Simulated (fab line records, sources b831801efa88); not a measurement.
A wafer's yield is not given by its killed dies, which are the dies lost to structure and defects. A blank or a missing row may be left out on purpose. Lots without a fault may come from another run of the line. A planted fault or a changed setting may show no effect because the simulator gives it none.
A struck lot beside a sound one ; flow sky130 ; 18 steps out of a route of 708
Sound: the wafers L663.1, L663.5, L663.6. Struck: wafer L668.5 (left out: L668.1, L668.2 of the same lot, which were not struck); the cause appears at the end.
Per side, at each step with rows, come the tool, then ch with its chambers, and then its first start. Under that, the readings that differ: sound wafers ; struck wafers ; difference of the means ; sigmas: that difference in standard deviations of wafers without a fault.
alike: a reading whose means differ by less than 2 such deviations, as well as words and numbers matching on both sides. not compared: withheld readings; readings where some wafer has no value; bounds like >300 that might hide an equal value; numbers whose values overlap and for which the record gives no deviation.
Wherever a step has rows on one side only, a row that says differs or no value, or a row with sigmas, the two part there. Non-overlapping numbers with no deviation appear without sigmas and do not part them. Lack of a reading on every wafer of one side parts them only where that side has two or more wafers.

first, 3 steps without rows for these wafers: SKY_VIA2_EXPOSE_09 (exposes mask VIM2, target cd 200 nm); SKY_VIA2_PEB_10; SKY_VIA2_DEVELOP_11 (develop time 60 s).
SKY_VIA2_CD_MEAS_12: the cd target is 200 nm.
  sound on cdSem-01 at day 39 12:50; struck on cdSem-02 at day 40 22:48
reading;sound;struck;difference;sigmas
cdNm (nm);198.8 197.7 198.9;201.4;+2.9;+2
SKY_VIA2_OVL_MEAS_13:
  sound on overlay-02 at day 39 12:58; struck on overlay-01 at day 40 22:55
reading;sound;struck;difference;sigmas
VIA2_OVL (nm);5 6 6;-6;-12;-2
SKY_VIA2_ETCH_14: etches BARC in N2/H2, stops on SiO2, time 45.9 s, target depth 60 nm.
  sound on rieDiel-01 ch 0,1,3, day 39 13:00; struck on rieDiel-01 ch 0, day 40 22:57
  alike: drypumpMotorCurrentA, oesProductAu, throttleValvePct
  not compared: rfHoursCounterH
SKY_VIA2_ETCH_15: etches SiO2 in C4F8/O2/Ar, stops on TiN, target depth 546 nm, time 84 s.
  sound on rieDiel-01 ch 0,1,3, day 39 13:02; struck on rieDiel-01 ch 0, day 40 22:59
  alike: oesProductAu
  not compared: rfHoursCounterH
SKY_VIA2_STRIP_16: strips in O2/N2.
  sound on plasmaAsher-04 ch 0,1, day 39 13:06; struck on plasmaAsher-03 ch 0, day 40 23:04
  alike: drypumpMotorCurrentA, oesProductAu, stripTimeToEndpointS
  not compared: rfHoursCounterH
then, 3 steps without rows for these wafers: SKY_VIA2_STRIP_17 (strips in post etch residue remover, time 1200 s); SKY_VIA2_CLEAN_18 (cleans in IPA, time 180 s); SKY_VIA2_CLEAN_19 (cleans in O3/DIW).
SKY_VIA2_SPUTTER_20: material TiN, target thk 20 nm, time 80 s.
  sound on pvdSputter-01 at day 39 13:42; struck on pvdSputter-04 at day 40 23:39
  alike: throttleValvePct
SKY_VIA2_CVD_21: deposits W, target thk 420 nm, time 126.4 s.
  sound on cvdW-01 ch 0,1, day 39 13:46; struck on cvdW-02 ch 1, day 40 23:43
reading;sound;struck;difference;sigmas
model.W_of_VIA2_CVD_21.thkNm (nm);417.4 420.5 415.3;314.8;-102.9;
  alike: heaterPowerW
  not compared: sinceWetCleanH
SKY_VIA2_RS_MEAS_22: a four-point-probe measurement.
  sound on filmMetro-02 at day 39 13:54; struck on filmMetro-03 at day 40 23:50
reading;sound;struck;difference;sigmas
VIA2_W_RS (ohm/sq);0.2752 0.2733 0.2763;0.3651;+0.0902;+35
SKY_VIA2_THK_MEAS_23: measures by xrf.
  sound on filmMetro-02 at day 39 14:01; struck on filmMetro-03 at day 40 23:58
reading;sound;struck;difference;sigmas
VIA2_W_THK (nm);417 421 416;310;-108;-14
SKY_VIA2_CMP_24: polishes, stops on SiO2, t overpolish 20 s, target thk 0 nm.
  sound on cmp-02 ch 2,3, day 39 14:05; struck on cmp-01 ch 2, day 41 00:07
reading;sound;struck;difference;sigmas
timeToEndpointS (s);96 96 97;78;-18;-6
  alike: edgeZonePressureFrac, motorCurrentA
SKY_METAL3_SPUTTER_00: material Ti, target thk 15 nm, time 10 s.
  sound on pvdSputter-03 at day 39 14:23; struck on pvdSputter-01 at day 41 00:19
reading;sound;struck;difference;sigmas
throttleValvePct (%);31.2 31.5 30.9;29.4;-1.8;-2
-- the record jumps here: 8 days lie between the struck wafers' starts before and after (it left off in module METAL3 and takes up again in module PAD_OPEN, whose first step shown is number 708 of the route) --
SKY_PAD_OPEN_PROBE_99:
  sound on prober-02 at day 48 08:05; struck on prober-02 at day 49 09:29
  alike: defectLimitedYield, killed_at_M0_to_M3, killed_at_M4_up, killedAtContacts, killedAtFrontEnd, killedAtOther, killedDies, killedOpen, killedShort, sort_bin_3_pad_short, sort_bin_5_function, sort_bin_6_memory, sortNPass, sortYieldPct

== WHERE THEY PART ==
First at SKY_VIA2_CD_MEAS_12; last, within this record, at SKY_METAL3_SPUTTER_00. Later steps at which nothing parts them and some readings are alike: SKY_PAD_OPEN_PROBE_99.

WHY: what had been put in by the simulator
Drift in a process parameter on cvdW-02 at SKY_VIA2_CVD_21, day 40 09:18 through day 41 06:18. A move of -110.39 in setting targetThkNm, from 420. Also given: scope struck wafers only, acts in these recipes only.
